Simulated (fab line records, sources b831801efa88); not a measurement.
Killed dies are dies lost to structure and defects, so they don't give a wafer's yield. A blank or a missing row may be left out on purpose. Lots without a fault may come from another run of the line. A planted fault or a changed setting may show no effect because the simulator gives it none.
Which tool did it? | flow sfq_line | 14 lots, 42 wafers sampled, at 4 steps of a route of 325

WHAT THE GAUGES READ, wafer by wafer
The record holds no reading of a measuring or inspecting step that can be judged against a usual standard deviation.

WHICH TOOL RAN EACH LOT (tool, then ch and the chambers of the sampled wafers, then the start)
lot  | SFQ_TRILAYER_R5_DEP_SPUTTER_132 | SFQ_TRILAYER_M6_BARC_OPEN_METAL_ETCH_206 | SFQ_TRILAYER_I6_VIA_BARC_OPEN_VIA_ETCH_235 | SFQ_TRILAYER_M7_DEP_SPUTTER_175
L580 | pvd_sputter-06, day 60 10:26    | rie_metal-02 ch 0,1, day 75 18:42        | rie_diel-04 ch 0,1,2, day 76 09:12         | pvd_sputter-06, day 76 10:45
L581 | pvd_sputter-04, day 60 19:26    | rie_metal-02 ch 0, day 75 23:30          | rie_diel-01 ch 0,1,2, day 76 14:26         | pvd_sputter-05, day 76 15:24
L582 | pvd_sputter-04, day 60 22:26    | rie_metal-02 ch 0,1, day 76 04:19        | rie_diel-04 ch 2,3, day 76 18:47           | pvd_sputter-04, day 76 20:21
L584 | pvd_sputter-04, day 61 01:26    | rie_metal-02 ch 0,1, day 76 09:06        | rie_diel-03 ch 0,2,3, day 76 23:35         | pvd_sputter-06, day 77 00:33
L587 | pvd_sputter-03, day 65 19:55    | rie_metal-02 ch 0,1, day 76 19:54        | rie_diel-04 ch 0,1, day 77 09:11           | pvd_sputter-04, day 77 10:45
L593 | pvd_sputter-04, day 66 17:03    | rie_metal-03 ch 0,1, day 77 05:30        | rie_diel-01 ch 1,2,3, day 81 15:46         | pvd_sputter-06, day 81 16:43
L594 | pvd_sputter-06, day 66 17:40    | rie_metal-03 ch 0,1, day 77 07:55        | rie_diel-03 ch 1,2,3, day 81 21:46         | pvd_sputter-04, day 81 22:43
L595 | pvd_sputter-03, day 67 03:51    | rie_metal-04 ch 0,1, day 77 12:42        | rie_diel-01 ch 0,3, day 82 03:44           | pvd_sputter-06, day 82 04:41
L598 | pvd_sputter-04, day 69 07:48    | rie_metal-04 ch 0,1, day 79 10:23        | rie_diel-03 ch 2,3, day 83 06:58           | pvd_sputter-05, day 83 07:56
L599 | pvd_sputter-03, day 70 03:00    | rie_metal-04 ch 0,1, day 79 15:12        | rie_diel-04 ch 0,1,2, day 83 10:34         | pvd_sputter-06, day 83 11:32
L600 | pvd_sputter-03, day 70 15:01    | rie_metal-04 ch 0,1, day 80 11:45        | rie_diel-01 ch 0,1,3, day 83 15:22         | pvd_sputter-05, day 83 16:20
L601 | pvd_sputter-06, day 71 03:00    | rie_metal-02 ch 0,1, day 80 23:09        | rie_diel-03 ch 0,3, day 83 21:22           | pvd_sputter-05, day 83 22:31
L602 | pvd_sputter-04, day 71 05:11    | rie_metal-04 ch 0,1, day 81 00:21        | rie_diel-04 ch 1,2,3, day 83 22:34         | pvd_sputter-06, day 83 23:32
L603 | pvd_sputter-06, day 75 14:52    | rie_metal-03 ch 0,1, day 82 12:58        | rie_diel-04 ch 1,2,3, day 85 17:26         | pvd_sputter-05, day 85 18:24
- SFQ_TRILAYER_R5_DEP_SPUTTER_132: material Ti, target thk 5 nm, time 5 s.
- SFQ_TRILAYER_M6_BARC_OPEN_METAL_ETCH_206: etches BARC in O2, target depth 125 nm, time 41.7 s.
- SFQ_TRILAYER_I6_VIA_BARC_OPEN_VIA_ETCH_235: etches BARC in O2, target depth 125 nm, time 41.7 s.
- SFQ_TRILAYER_M7_DEP_SPUTTER_175: material Nb, target thk 200 nm, time 133.3 s.

WHAT THE TOOLS THEMSELVES READ (means of the sampled wafers that have a number; where no wafer has one, the mark that the record gives instead)
SFQ_TRILAYER_R5_DEP_SPUTTER_132. Usual: throttle_valve_pct 29.8 %, standard deviation 0.98.
lot  | tool           | throttle_valve_pct (%) | flag
L580 | pvd_sputter-06 | 30.6                   |
L581 | pvd_sputter-04 | 29.9                   |
L582 | pvd_sputter-04 | 29.0                   |
L584 | pvd_sputter-04 | 30.0                   |
L587 | pvd_sputter-03 | 29.4                   |
L593 | pvd_sputter-04 | 29.2                   |
L594 | pvd_sputter-06 | 30.6                   |
L595 | pvd_sputter-03 | 29.6                   |
L598 | pvd_sputter-04 | 28.7                   |
L599 | pvd_sputter-03 | 29.1                   |
L600 | pvd_sputter-03 | 29.5                   |
L601 | pvd_sputter-06 | 30.6                   |
L602 | pvd_sputter-04 | 29.3                   |
L603 | pvd_sputter-06 | 30.8                   |

SFQ_TRILAYER_M6_BARC_OPEN_METAL_ETCH_206. Usual: drypump_motor_current_A 5.9 A, standard deviation 0.32; oes_product_au 0.685 a.u., standard deviation 0.0043; run_length_s 69.9 s, standard deviation 0.39.
lot  | tool         | drypump_motor_current_A (A) | oes_product_au (a.u.) | run_length_s (s) | flag
L580 | rie_metal-02 | 5.5                         | 0.685                 | 69.9             |
L581 | rie_metal-02 | 5.7                         | 0.682                 | 70.0             |
L582 | rie_metal-02 | 5.6                         | 0.689                 | 69.9             |
L584 | rie_metal-02 | 5.6                         | 0.737                 | 66.1             | OFF
L587 | rie_metal-02 | 5.5                         | 0.740                 | 66.0             | OFF
L593 | rie_metal-03 | 6.1                         | 0.683                 | 69.7             |
L594 | rie_metal-03 | 6.2                         | 0.683                 | 69.6             |
L595 | rie_metal-04 | 5.8                         | 0.687                 | 69.7             |
L598 | rie_metal-04 | 5.9                         | 0.685                 | 69.6             |
L599 | rie_metal-04 | 5.8                         | 0.682                 | 69.8             |
L600 | rie_metal-04 | 5.8                         | 0.684                 | 69.7             |
L601 | rie_metal-02 | 5.5                         | 0.688                 | 70.0             |
L602 | rie_metal-04 | 5.9                         | 0.687                 | 69.6             |
L603 | rie_metal-03 | 6.1                         | 0.687                 | 69.9             |

SFQ_TRILAYER_I6_VIA_BARC_OPEN_VIA_ETCH_235. Usual: drypump_motor_current_A 5.8 A, standard deviation 0.7; oes_product_au 0.686 a.u., standard deviation 0.005; run_length_s 70.0 s, standard deviation 0.35.
lot  | tool        | drypump_motor_current_A (A) | oes_product_au (a.u.) | run_length_s (s) | flag
L580 | rie_diel-04 | 5.4                         | 0.684                 | 69.9             |
L581 | rie_diel-01 | 5.6                         | 0.691                 | 70.1             |
L582 | rie_diel-04 | 5.9                         | 0.686                 | 70.3             |
L584 | rie_diel-03 | 5.8                         | 0.684                 | 70.0             |
L587 | rie_diel-04 | 5.4                         | 0.689                 | 69.9             |
L593 | rie_diel-01 | 6.1                         | 0.687                 | 69.9             |
L594 | rie_diel-03 | 5.9                         | 0.683                 | 70.0             |
L595 | rie_diel-01 | 5.8                         | 0.686                 | 70.1             |
L598 | rie_diel-03 | 5.7                         | 0.684                 | 70.0             |
L599 | rie_diel-04 | 5.4                         | 0.686                 | 69.9             |
L600 | rie_diel-01 | 5.6                         | 0.685                 | 69.9             |
L601 | rie_diel-03 | 6.0                         | 0.687                 | 69.8             |
L602 | rie_diel-04 | 5.8                         | 0.688                 | 70.2             |
L603 | rie_diel-04 | 5.8                         | 0.689                 | 70.1             |

SFQ_TRILAYER_M7_DEP_SPUTTER_175. Usual: throttle_valve_pct 29.8 %, standard deviation 1.
lot  | tool           | throttle_valve_pct (%) | flag
L580 | pvd_sputter-06 | 30.5                   |
L581 | pvd_sputter-05 | 29.2                   |
L582 | pvd_sputter-04 | 29.9                   |
L584 | pvd_sputter-06 | 30.6                   |
L587 | pvd_sputter-04 | 28.8                   |
L593 | pvd_sputter-06 | 30.7                   |
L594 | pvd_sputter-04 | 29.2                   |
L595 | pvd_sputter-06 | 30.8                   |
L598 | pvd_sputter-05 | 28.9                   |
L599 | pvd_sputter-06 | 30.6                   |
L600 | pvd_sputter-05 | 29.6                   |
L601 | pvd_sputter-05 | 29.4                   |
L602 | pvd_sputter-06 | 30.8                   |
L603 | pvd_sputter-05 | 30.1                   |

THE ANSWER, worked out from the rows above alone
Rule: a lot is off if the mean of its wafers that have a number lies more than 3 standard deviations from the usual mean. A lot without any number at a reading at which 4 lots or more have one is off too. The other lots that the step has rows for count as sound. The gauges are gone through in route order, then the tools' own readings, and for those a lot's mean is taken as printed above. The first step at which some lot is off is used, and at that step the reading that is off furthest; a lot without a number counts as furthest.
Off: L584, L587, at SFQ_TRILAYER_M6_BARC_OPEN_METAL_ETCH_206 (oes_product_au).
A tool fits if, at that step or a process step before it, it ran every lot that is off, and no sound lot after the first of them. None of those tried fits.

WHAT THE SIMULATOR HAD PUT IN
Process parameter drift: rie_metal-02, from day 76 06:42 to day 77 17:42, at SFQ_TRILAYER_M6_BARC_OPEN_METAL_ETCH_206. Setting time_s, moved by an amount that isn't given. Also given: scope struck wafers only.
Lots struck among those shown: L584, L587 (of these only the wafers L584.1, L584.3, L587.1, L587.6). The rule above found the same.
